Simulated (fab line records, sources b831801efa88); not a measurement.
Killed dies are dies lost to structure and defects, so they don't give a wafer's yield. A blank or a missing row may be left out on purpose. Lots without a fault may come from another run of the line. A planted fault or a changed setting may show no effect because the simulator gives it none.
A struck lot beside a sound one | flow sky130 | 17 steps out of a route of 708
Sound: wafers L734.1, L734.5, L734.6. Struck: wafers L726.1, L726.2, L726.4. The cause comes at the end.
At each step with rows: each side's tool, then ch and its chambers, then its first start. Under that, the readings that differ: sound wafers | struck wafers | difference of the means | sigmas: that difference in standard deviations of wafers without a fault.
alike: readings whose means differ by less than 2 such deviations, and words and numbers that are the same on both sides. not compared: withheld readings, readings that some wafer has no value for, bounds like >300 that may hide the same value, and numbers for which the record gives no deviation and whose values overlap.
The two part at a step that has a row with sigmas, a row that says differs or no value, or rows on one side only. Numbers that don't overlap but have no deviation are shown without sigmas and don't part them. A reading that every wafer of one side lacks parts them only if that side has two wafers or more.

first, 3 steps without rows for these wafers: SKY_LI_CONTACT_EXPOSE_09 (exposes mask LICM1, target cd 170 nm); SKY_LI_CONTACT_PEB_10; SKY_LI_CONTACT_DEVELOP_11 (develop time 60 s).
SKY_LI_CONTACT_CD_MEAS_12: target cd 170 nm.
  sound on cd_sem-02, day 35 08:10; struck on cd_sem-01, day 32 17:55
  alike: cd_nm
SKY_LI_CONTACT_OVL_MEAS_13:
  sound on overlay-01, day 35 08:17; struck on overlay-02, day 32 18:02
  alike: LI_CONTACT_OVL
SKY_LI_CONTACT_ETCH_14: etches BARC in N2/H2, stops on SiO2, time 45.9 s, target depth 60 nm.
  sound on rie_diel-02 ch 0,1, day 35 08:19; struck on rie_diel-02 ch 1,2,3, day 32 18:05
  alike: drypump_motor_current_A, oes_product_au, throttle_valve_pct
  not compared: rf_hours_counter_h
SKY_LI_CONTACT_ETCH_15: etches PSG in C4F8/O2/Ar, stops on Si, target depth 600 nm.
  sound on rie_diel-02 ch 0,1, day 35 08:22; struck on rie_diel-02 ch 1,2,3, day 32 18:07
  alike: oes_product_au
SKY_LI_CONTACT_STRIP_16: strips in O2/N2.
  sound on plasma_asher-01 ch 0,1, day 35 08:27; struck on plasma_asher-02 ch 0,1, day 32 18:12
  alike: drypump_motor_current_A, oes_product_au, strip_time_to_endpoint_s
  not compared: rf_hours_counter_h
then, 2 steps without rows for these wafers: SKY_LI_CONTACT_CLEAN_17 (cleans in NMP, time 600 s); SKY_LI_CONTACT_PRE_CLEAN_18 (time 5.6 s).
SKY_LI_CONTACT_SPUTTER_19: material Ti, target thk 20 nm, time 106.37 s.
  sound on pvd_sputter-04, day 35 08:45; struck on pvd_sputter-04, day 32 18:32
  alike: chamber_pressure_pa, substrate_temp_c, throttle_valve_pct
then, 1 step without rows for these wafers: SKY_LI_CONTACT_SPUTTER_20 (material TiN, target thk 20 nm, time 80 s).
SKY_LI_CONTACT_CVD_21: deposits W, target thk 400 nm, time 120.56 s.
  sound on cvd_w-02 ch 0,1, day 35 08:53; struck on cvd_w-01 ch 0,1, day 32 18:40
  reading                                  | sound                | struck               | difference | sigmas
  susceptor_temp_C (C)                     | 399.97 400.07 400.02 | 398.34 398.08 398.06 | -1.86      | -8
  model.W_of_LI_CONTACT_CVD_21.thk_nm (nm) | 404.4 411.2 404.3    | 388.4 394.3 395.9    | -13.8      |
  alike: heater_power_w
SKY_LI_CONTACT_RS_MEAS_22: measures by four-point-probe.
  sound on film_metro-02, day 35 09:01; struck on film_metro-04, day 32 18:48
  reading                  | sound                | struck               | difference | sigmas
  LI_CONTACT_W_RS (ohm/sq) | 0.2821 0.2773 0.2812 | 0.2931 0.2880 0.2877 | +0.0094    | +3
SKY_LI_CONTACT_THK_MEAS_23: measures by xrf.
  sound on film_metro-02, day 35 09:08; struck on film_metro-04, day 32 18:55
  reading               | sound       | struck      | difference | sigmas
  LI_CONTACT_W_THK (nm) | 404 411 407 | 377 385 386 | -25        | -4
SKY_LI_CONTACT_CMP_24: polishes, stops on PSG, t overpolish 20 s, target thk 0 nm.
  sound on cmp-01 ch 1,2, day 35 09:11; struck on cmp-02 ch 0,1,3, day 32 19:02
  alike: motor_current_A, overpolish_run_s, slurry_flow_ml_min, time_to_endpoint_s
-- the record jumps here: 16 days lie between the struck wafers' starts before and after (it left off in module LI_CONTACT and takes up again in module PAD_OPEN, whose first step shown is number 708 of the route) --
SKY_PAD_OPEN_PROBE_99:
  the record has rows for the struck wafers here (prober-02, day 48 09:59) and none for the sound ones

WHERE THEY PART
First at SKY_LI_CONTACT_CVD_21; last, within this record, at SKY_PAD_OPEN_PROBE_99.

WHY: what the simulator had put in
Process parameter drift: cvd_w-01, from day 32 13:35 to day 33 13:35, at SKY_LI_CONTACT_CVD_21. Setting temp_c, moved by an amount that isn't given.
